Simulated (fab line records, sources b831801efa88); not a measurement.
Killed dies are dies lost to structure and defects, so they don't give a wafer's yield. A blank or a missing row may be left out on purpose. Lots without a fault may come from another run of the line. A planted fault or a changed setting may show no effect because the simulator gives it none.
Chamber matching | flow sky130 | SKY_LI_CONTACT_HDPCVD_00 on hdpcvd-01: 3 sister chambers
The step deposits PSG, target thk 930 nm, time 155 s. 3 wafers are shown with their chamber, then 6 later ones without.

WAFERS WITH THEIR CHAMBER
wafer  | chamber | run_length_s (s)
L481.1 | 0       | 181.9
L486.3 | 1       | 181.6
L486.4 | 2       | 182.6

WAFERS WITHOUT THEIR CHAMBER
wafer  | run_length_s (s)
L486.5 | 181.7
L488.1 | 181.9
L488.3 | 181.8
L488.4 | 181.9
L490.2 | 183.1
L490.5 | 181.9

WHICH CHAMBER EACH WENT THROUGH
wafer  | from the rows above     | in truth
L486.5 | can't be placed: 1 or 0 | 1
L488.1 | can't be placed: 0 or 1 | 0
L488.3 | can't be placed: 0 or 1 | 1
L488.4 | can't be placed: 0 or 1 | 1
L490.2 | 2                       | 2
L490.5 | can't be placed: 0 or 1 | 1
Placed correctly: 1 of 6. Can't be placed from these rows: 5 (the true chamber is among the candidates in 5). Placed wrongly: 0.
How it was worked out, from the rows above alone: a wafer's distance from a chamber is the root of the sum, over the readings, of the square of ((its reading less the chamber's mean) divided by the reading's scatter). The wafer belongs to the nearest chamber; if the next one is less than 2 further off, it can't be placed. A chamber's mean is the mean of its shown wafers. The scatter: with one shown wafer a chamber, the root of the mean of the squares of how far each hidden wafer lies from its nearest shown one.
